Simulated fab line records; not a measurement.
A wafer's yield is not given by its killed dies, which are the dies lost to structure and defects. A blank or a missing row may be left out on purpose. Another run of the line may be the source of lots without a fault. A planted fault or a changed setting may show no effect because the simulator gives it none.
What tool caused it? -- flow gf180mcu -- 42 wafers from 14 lots sampled at 3 of the route's 602 steps

## WHAT EACH GAUGE READ, for each wafer
GF_NWELL_OVL_MEAS_07. Usual: NWELL_OVL gives 0.1 nm (standard deviation 1.3).
lot,measured,on,NWELL_OVL (nm),flag
L287,day 3 09:00,overlay-01,-0.1 1.4 1.3,
L288,day 3 13:40,overlay-02,0.1 -1.3 -0.7,
L289,day 3 19:25,overlay-02,-1.3 -3.3 -3.3,
L293,day 4 18:22,overlay-02,-2.7 1.7 0.8,
L294,day 5 00:02,overlay-01,0.8 -1.3 -0.6,
L296,day 5 10:40,overlay-02,-0.2 -1.1 0.1,
L297,day 5 15:06,overlay-02,0.2 1.4 1.9,
L298,day 5 20:06,overlay-01,0.3 -1.5 0.0,
L299,day 6 00:58,overlay-01,2.2 0.0 2.1,
L300,day 6 07:06,overlay-02,-1.1 0.4 2.2,
L303,day 7 05:33,overlay-02,-1.4 -1.4 0.1,
L308,day 8 08:36,overlay-02,-0.8 -1.4 -0.2,
L309,day 8 13:08,overlay-02,-0.3 -1.0 -1.6,
L310,day 8 18:13,overlay-02,0.3 1.2 0.2,

GF_HV_LDD_OVL_MEAS_08. Usual: HV_LDD_OVL gives -0.3 nm (standard deviation 1.2).
lot,measured,on,HV_LDD_OVL (nm),flag
L287,day 10 10:04,overlay-02,-0.2 0.2 1.8,
L288,day 10 20:58,overlay-01,-0.4 1.3 2.4,
L289,day 10 21:05,overlay-02,0.5 0.9 3.1,
L293,day 12 07:04,overlay-02,1.8 -0.7 -0.3,
L294,day 12 19:07,overlay-01,-1.0 -1.0 -1.7,
L296,day 13 03:24,overlay-01,-1.1 -1.6 0.1,
L297,day 13 06:14,overlay-01,1.8 1.2 -0.6,
L298,day 13 14:04,overlay-01,-0.9 0.6 -1.9,
L299,day 13 19:25,overlay-01,-0.6 -0.9 -1.3,
L300,day 14 04:05,overlay-01,-1.7 -0.7 -2.0,
L303,day 15 08:44,overlay-01,-0.2 -0.4 -1.6,
L308,day 17 01:11,overlay-01,1.0 0.0 -1.4,
L309,day 17 05:01,overlay-02,-3.1 0.0 -1.1,
L310,day 17 12:58,overlay-01,-0.2 0.4 -1.8,

## TOOL THAT RAN EACH LOT (tool first, then ch and the chambers of the sampled wafers, then the start)
lot,GF_POLY_GATE_PEB_08
L287,"litho-track-01 ch 0, day 9 09:58"
L288,"litho-track-03 ch 0, day 9 18:01"
L289,"litho-track-02 ch 0, day 9 22:06"
L293,"litho-track-01 ch 0, day 11 09:38"
L294,"litho-track-03 ch 0, day 11 20:17"
L296,"litho-track-02 ch 0, day 12 04:55"
L297,"litho-track-03 ch 0, day 12 05:59"
L298,"litho-track-01 ch 0, day 12 15:45"
L299,"litho-track-03 ch 0, day 12 21:13"
L300,"litho-track-01 ch 0, day 13 04:20"
L303,"litho-track-02 ch 0, day 14 09:19"
L308,"litho-track-03 ch 0, day 15 23:28"
L309,"litho-track-03 ch 0, day 16 04:11"
L310,"litho-track-01 ch 0, day 16 11:56"
- GF_POLY_GATE_PEB_08: peb time 90 s.

## AS READ BY THE TOOLS THEMSELVES (means over the sampled wafers that have a number; for cases with no such wafer, the mark the record gives instead)
GF_POLY_GATE_PEB_08. Usual: heater-power-total-W reads 85.70 W (standard deviation 0.082).
lot,tool,heater-power-total-W (W),flag
L287,litho-track-01,85.75,
L288,litho-track-03,85.70,
L289,litho-track-02,85.65,
L293,litho-track-01,85.71,
L294,litho-track-03,85.79,
L296,litho-track-02,85.71,
L297,litho-track-03,85.63,
L298,litho-track-01,86.13,OFF
L299,litho-track-03,85.73,
L300,litho-track-01,86.51,OFF
L303,litho-track-02,85.64,
L308,litho-track-03,85.73,
L309,litho-track-03,85.78,
L310,litho-track-01,85.66,

## THE ANSWER, worked out from the rows above alone
Rule: a lot is off if the mean of its wafers that have a number lies more than 3 standard deviations from the usual mean. Also off: a lot with no number at a reading for which 4 or more lots have one. Where the step has rows for the other lots, those lots are counted as sound. The gauges are gone through in route order, then the tools' own readings, and for those a lot's mean is taken as printed above. At the first step where some lot is off, the reading lying furthest off is the one used; lots without a number count as furthest.
Off: L298, L300, at GF_POLY_GATE_PEB_08 (heater-power-total-W).
If a tool, at that step or one of the process steps before it, ran each lot that is off and ran no sound lot following the first of them, it fits. None of those tried fits.

## WHAT THE SIMULATOR PUT IN
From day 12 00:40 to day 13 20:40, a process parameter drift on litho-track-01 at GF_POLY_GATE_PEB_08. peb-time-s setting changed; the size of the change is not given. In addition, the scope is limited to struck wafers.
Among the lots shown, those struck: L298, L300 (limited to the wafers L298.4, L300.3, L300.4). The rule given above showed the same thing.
